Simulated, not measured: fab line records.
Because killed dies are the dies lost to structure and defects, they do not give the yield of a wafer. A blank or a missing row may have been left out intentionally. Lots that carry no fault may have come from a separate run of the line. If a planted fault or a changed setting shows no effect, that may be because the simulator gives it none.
Which tool was responsible?	flow gf180mcu	72 wafers from 24 lots sampled at 3 of the route's 602 steps

WHAT THE GAUGES READ, wafer by wafer
GF_V1_BOW_MEAS_05.
lot	measured	on	V1_BOW (um)
L074	day 17 02:31	film metro-02	89 77 89
L075	day 17 20:03	film metro-03	80 89 67
L076	day 18 12:29	film metro-03	85 91 81
L077	day 18 13:19	film metro-03	71 88 68
L078	day 19 07:09	film metro-04	89 84 83
L079	day 19 08:40	film metro-03	79 63 81
L080	day 19 20:47	film metro-03	92 79 79
L081	day 20 09:08	film metro-02	90 75 83
L082	day 20 11:30	film metro-04	90 75 77
L083	day 20 14:54	film metro-04	75 86 76
L084	day 21 00:12	film metro-02	84 69 78
L085	day 21 09:42	film metro-04	92 86 87
L086	day 21 16:13	film metro-02	74 75 82
L087	day 22 00:29	film metro-02	90 76 81
L088	day 22 12:12	film metro-02	76 74 78
L089	day 22 15:45	film metro-02	89 81 77
L090	day 23 01:59	film metro-03	73 80 78
L091	day 23 10:35	film metro-03	78 73 80
L092	day 23 13:09	film metro-03	73 73 76
L093	day 23 19:19	film metro-03	80 71 73
L094	day 23 23:57	film metro-03	72 93 73
L095	day 24 13:31	film metro-02	86 89 86
L096	day 24 20:31	film metro-02	62 70 60
L097	day 25 07:49	film metro-02	79 78 90

GF_V3_CD_MEAS_14: the cd target is 260 nm.
lot	measured	on	cd nm (nm)
L074	day 22 09:23	cd sem-02	259.4 261.0 259.2
L075	day 23 00:11	cd sem-02	261.0 260.6 259.6
L076	day 23 16:38	cd sem-02	259.6 258.8 260.0
L077	day 23 17:17	cd sem-02	259.8 258.0 258.3
L078	day 24 10:17	cd sem-02	258.1 258.2 258.6
L079	day 24 11:42	cd sem-01	260.2 260.7 260.6
L080	day 24 20:22	cd sem-02	260.6 261.4 262.3
L081	day 25 08:59	cd sem-02	260.7 261.3 260.1
L082	day 25 11:52	cd sem-01	260.2 259.6 260.0
L083	day 25 15:01	cd sem-01	260.8 259.9 258.8
L084	day 25 20:58	cd sem-01	260.3 259.6 259.7
L085	day 26 07:08	cd sem-02	261.6 260.4 260.3
L086	day 26 13:56	cd sem-01	260.8 262.0 260.8
L087	day 26 19:52	cd sem-01	259.6 258.8 260.6
L088	day 27 06:21	cd sem-01	261.1 259.7 259.9
L089	day 27 09:59	cd sem-02	260.1 259.8 260.1
L090	day 27 18:21	cd sem-02	260.9 259.6 260.3
L091	day 28 02:15	cd sem-01	260.1 261.1 261.2
L092	day 28 04:12	cd sem-01	261.9 260.8 260.7
L093	day 28 10:44	cd sem-01	259.9 261.7 261.2
L094	day 28 12:03	cd sem-01	260.5 261.5 259.9
L095	day 29 03:24	cd sem-02	259.1 260.0 258.9
L096	day 29 08:33	cd sem-02	259.1 259.8 260.2
L097	day 29 17:11	cd sem-01	260.8 259.9 260.1

WHAT TOOL EACH LOT RAN ON (gives the tool, then ch and the chambers of the sampled wafers, and finally the start)
lot	GF_V2_CMP_04
L074	cmp-02 ch 0,3, day 19 05:56
L075	cmp-02 ch 1,2, day 19 23:04
L076	cmp-01 ch 0,2, day 20 15:26
L077	cmp-02 ch 0,2,3, day 20 16:03
L078	cmp-01 ch 0,1,3, day 21 10:45
L079	cmp-01 ch 0,1,2, day 21 12:38
L080	cmp-02 ch 0,2,3, day 21 22:16
L081	cmp-02 ch 0,2,3, day 22 11:04
L082	cmp-01 ch 0,1, day 22 13:28
L083	cmp-01 ch 2,3, day 22 17:18
L084	cmp-01 ch 0,2,3, day 23 00:44
L085	cmp-01 ch 0,2,3, day 23 10:50
L086	cmp-02 ch 0,1, day 23 17:05
L087	cmp-01 ch 0,1,2, day 24 00:17
L088	cmp-01 ch 2,3, day 24 11:35
L089	cmp-02 ch 0,2,3, day 24 15:37
L090	cmp-01 ch 1,2, day 25 00:43
L091	cmp-01 ch 1,2,3, day 25 09:27
L092	cmp-02 ch 1,2,3, day 25 11:29
L093	cmp-01 ch 1,2,3, day 25 18:26
L094	cmp-02 ch 0,1,2, day 25 21:02
L095	cmp-02 ch 2,3, day 26 11:33
L096	cmp-01 ch 1,2,3, day 26 18:20
L097	cmp-01 ch 0,1,2, day 27 04:03
- GF_V2_CMP_04: polishes SiO2.

WHAT THE TOOLS THEMSELVES READ (means of the sampled wafers that have a number; where no wafer has one, the mark that the record gives instead)
GF_V2_CMP_04.
lot	tool	motor current A (A)	time to endpoint s (s)
L074	cmp-02	12.7	84
L075	cmp-02	13.3	82
L076	cmp-01	11.9	78
L077	cmp-02	13.2	91
L078	cmp-01	12.3	83
L079	cmp-01	12.3	88
L080	cmp-02	13.1	86
L081	cmp-02	12.9	89
L082	cmp-01	12.2	87
L083	cmp-01	11.8	80
L084	cmp-01	11.7	80
L085	cmp-01	12.0	85
L086	cmp-02	12.5	87
L087	cmp-01	11.9	86
L088	cmp-01	11.2	88
L089	cmp-02	12.9	78
L090	cmp-01	12.2	89
L091	cmp-01	12.1	82
L092	cmp-02	13.3	89
L093	cmp-01	11.4	84
L094	cmp-02	12.8	83
L095	cmp-02	13.6	92
L096	cmp-01	11.5	76
L097	cmp-01	12.0	83

THE ANSWER, worked out from the rows above alone
Rule: usual is defined by the lots themselves. The widest of any qualifying gaps counts: lots, ordered by their means at a reading, are off when they make up no more than a third of the lots, leave a main group of 4 or more, and stand apart from it by 3 or more times the standard deviation of that group's means. If all means in a main group match to the digits the tables above print for the reading, that group is not used. Also off: a lot with no number at a reading for which 4 or more lots have one. The other lots that the step has rows for count as sound. First the gauges in route order, then the tools' own readings, where a lot's mean is used as printed above. The first step at which some lot is off is used, and at that step the reading that is off furthest; a lot without a number counts as furthest.
None of the lots is off at any reading shown; this tells nothing.

WHAT WAS PUT IN BY THE SIMULATOR
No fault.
